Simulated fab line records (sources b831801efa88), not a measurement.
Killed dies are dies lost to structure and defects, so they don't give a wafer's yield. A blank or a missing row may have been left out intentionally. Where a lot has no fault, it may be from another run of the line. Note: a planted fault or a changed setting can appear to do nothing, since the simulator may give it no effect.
Which tool is to blame? ; flow gf180mcu ; 42 wafers from 14 lots sampled at 4 of the route's 602 steps

## WHAT THE GAUGES SHOWED, per wafer
GF_HV_LDD_OVL_MEAS_32.
lot;measured;on;HV_LDD_02_OVL (nm)
L602;day 11 10:18;overlay-01;-1.3 -2.5 -2.6
L603;day 11 22:51;overlay-01;-1.6 -4.1 -3.0
L605;day 12 06:01;overlay-02;-2.1 0.0 -0.4
L604;day 12 07:12;overlay-01;-1.9 -0.6 -2.7
L606;day 12 23:39;overlay-01;1.5 -2.1 -0.4
L609;day 13 14:14;overlay-02;-1.0 -2.2 -3.5
L610;day 13 21:38;overlay-02;0.8 2.0 -0.1
L611;day 14 12:48;overlay-02;0.6 -0.7 0.6
L612;day 14 13:07;overlay-01;-2.7 -0.3 -0.6
L613;day 14 18:08;overlay-02;-0.7 0.5 -0.7
L614;day 15 06:00;overlay-01;1.7 -0.5 0.4
L618;day 16 10:31;overlay-01;-2.7 -0.1 0.9
L619;day 17 01:24;overlay-02;-0.5 -0.3 -0.5
L620;day 17 11:34;overlay-01;0.8 1.1 0.3

GF_NSD_TW_MEAS_12.
lot;measured;on;NSD_TW
L602;day 13 11:43;film-metro-02;4233 4252 4261
L603;day 13 17:53;film-metro-01;4222 4190 4218
L605;day 14 04:14;film-metro-01;4209 4193 4198
L604;day 14 04:17;film-metro-03;4263 4273 4292
L606;day 14 20:22;film-metro-02;4223 4214 4210
L609;day 15 12:31;film-metro-01;4256 4262 4235
L610;day 15 21:21;film-metro-01;4260 4250 4233
L611;day 16 12:08;film-metro-03;4305 4277 4315
L612;day 16 13:46;film-metro-03;4283 4307 4319
L613;day 16 17:43;film-metro-02;4226 4225 4249
L614;day 17 07:02;film-metro-03;4307 4281 4307

## WHAT TOOL EACH LOT RAN ON (gives the tool, then ch and the chambers of the sampled wafers, and finally the start)
lot;GF_HV_LDD_STRIP_22;GF_HV_LDD_STRIP_49
L602;plasma-asher-02 ch 0,1, day 10 15:59;plasma-asher-04 ch 0,1, day 12 05:35
L603;plasma-asher-04 ch 0,1, day 11 04:07;plasma-asher-01 ch 0,1, day 12 18:10
L605;plasma-asher-01 ch 0,1, day 11 11:44;plasma-asher-04 ch 0,1, day 13 02:49
L604;plasma-asher-02 ch 0,1, day 11 12:58;plasma-asher-02 ch 0,1, day 13 03:38
L606;plasma-asher-01 ch 0,1, day 12 03:47;plasma-asher-04 ch 1, day 13 20:34
L609;plasma-asher-02 ch 0,1, day 12 18:44;plasma-asher-04 ch 0,1, day 14 11:40
L610;plasma-asher-02 ch 0,1, day 13 01:25;plasma-asher-04 ch 0,1, day 14 19:31
L611;plasma-asher-04 ch 0,1, day 13 15:41;plasma-asher-04 ch 0,1, day 15 10:11
L612;plasma-asher-02 ch 0,1, day 13 16:02;plasma-asher-04 ch 0,1, day 15 11:10
L613;plasma-asher-02 ch 0,1, day 13 21:10;plasma-asher-02 ch 0,1, day 15 16:26
L614;plasma-asher-04 ch 0,1, day 14 08:50;plasma-asher-02 ch 0,1, day 16 05:11
L618;plasma-asher-04 ch 0,1, day 15 12:38;plasma-asher-02 ch 0,1, day 17 09:55
L619;plasma-asher-02 ch 0,1, day 16 03:01;plasma-asher-01 ch 0,1, day 18 01:36
L620;plasma-asher-02 ch 0,1, day 16 12:38;plasma-asher-04 ch 0,1, day 18 11:52
- GF_HV_LDD_STRIP_22: strips in O2/N2.
- GF_HV_LDD_STRIP_49: strips in O2/N2.

## WHAT THE TOOLS THEMSELVES READ (means of the sampled wafers that have a number; where no wafer has one, the mark that the record gives instead)
GF_HV_LDD_STRIP_22.
lot;tool;chamber-pressure-mTorr (mTorr);drypump-motor-current-A (A);heater-power-w (W);oes-product-au (a.u.);strip-time-to-endpoint-s (s)
L602;plasma-asher-02;1500.9;5.6;437;0.718;12.69
L603;plasma-asher-04;1500.3;5.4;310;0.714;12.66
L605;plasma-asher-01;1499.9;5.5;319;0.722;12.62
L604;plasma-asher-02;1500.7;5.6;439;0.718;12.70
L606;plasma-asher-01;1500.2;5.6;306;0.719;12.61
L609;plasma-asher-02;1500.5;5.2;392;0.711;12.63
L610;plasma-asher-02;1499.3;5.3;390;0.717;12.61
L611;plasma-asher-04;1498.1;5.1;351;0.713;12.64
L612;plasma-asher-02;1500.0;5.3;384;0.713;12.63
L613;plasma-asher-02;1500.0;5.3;391;0.717;12.66
L614;plasma-asher-04;1500.6;5.1;348;0.715;12.59
L618;plasma-asher-04;1500.0;5.1;349;0.717;12.56
L619;plasma-asher-02;1500.0;5.6;443;0.714;12.62
L620;plasma-asher-02;1500.4;5.6;437;0.718;12.57

GF_HV_LDD_STRIP_49.
lot;tool;chamber-pressure-mTorr (mTorr);drypump-motor-current-A (A);heater-power-w (W);oes-product-au (a.u.);strip-time-to-endpoint-s (s)
L602;plasma-asher-04;1501.0;5.1;349;0.717;12.70
L603;plasma-asher-01;1500.4;5.6;304;0.716;12.63
L605;plasma-asher-04;1500.2;5.1;350;0.716;12.57
L604;plasma-asher-02;1498.7;5.6;435;0.717;12.61
L606;plasma-asher-04;1500.4;4.7;388;0.715;12.62
L609;plasma-asher-04;1499.6;5.4;314;0.719;12.63
L610;plasma-asher-04;1500.9;5.4;312;0.713;12.61
L611;plasma-asher-04;1499.7;5.4;312;0.713;12.68
L612;plasma-asher-04;1499.5;5.4;309;0.719;12.66
L613;plasma-asher-02;1499.2;5.6;430;0.712;12.59
L614;plasma-asher-02;1499.1;5.3;392;0.715;12.63
L618;plasma-asher-02;-;-;-;-;-
L619;plasma-asher-01;-;-;-;-;-
L620;plasma-asher-04;-;-;-;-;-

## THE ANSWER, worked out from the rows above alone
Rule: what is usual is taken from the lots themselves. The widest of any qualifying gaps counts: lots, ordered by their means at a reading, are off when they make up no more than a third of the lots, leave a main group of 4 or more, and stand apart from it by 3 or more times the standard deviation of that group's means. If all means in a main group match to the digits the tables above print for the reading, that group is not used. Also off: a lot with no number at a reading for which 4 or more lots have one. The other lots that the step has rows for count as sound. After the gauges, taken in route order, come the tools' own readings; for these a lot's mean is taken, as printed above. The first step at which some lot is off is used, and at that step the reading that is off furthest; a lot without a number counts as furthest.
Off at GF_HV_LDD_STRIP_49 (chamber-pressure-mTorr): L618, L619, L620. Without a number there: L618, L619, L620. Mean 1499.9 mTorr and standard deviation 0.72 in the main group.
If a tool, at that step or one of the process steps before it, ran each lot that is off and ran no sound lot following the first of them, it fits. None of those tried fits.

## WHAT THE SIMULATOR PUT IN
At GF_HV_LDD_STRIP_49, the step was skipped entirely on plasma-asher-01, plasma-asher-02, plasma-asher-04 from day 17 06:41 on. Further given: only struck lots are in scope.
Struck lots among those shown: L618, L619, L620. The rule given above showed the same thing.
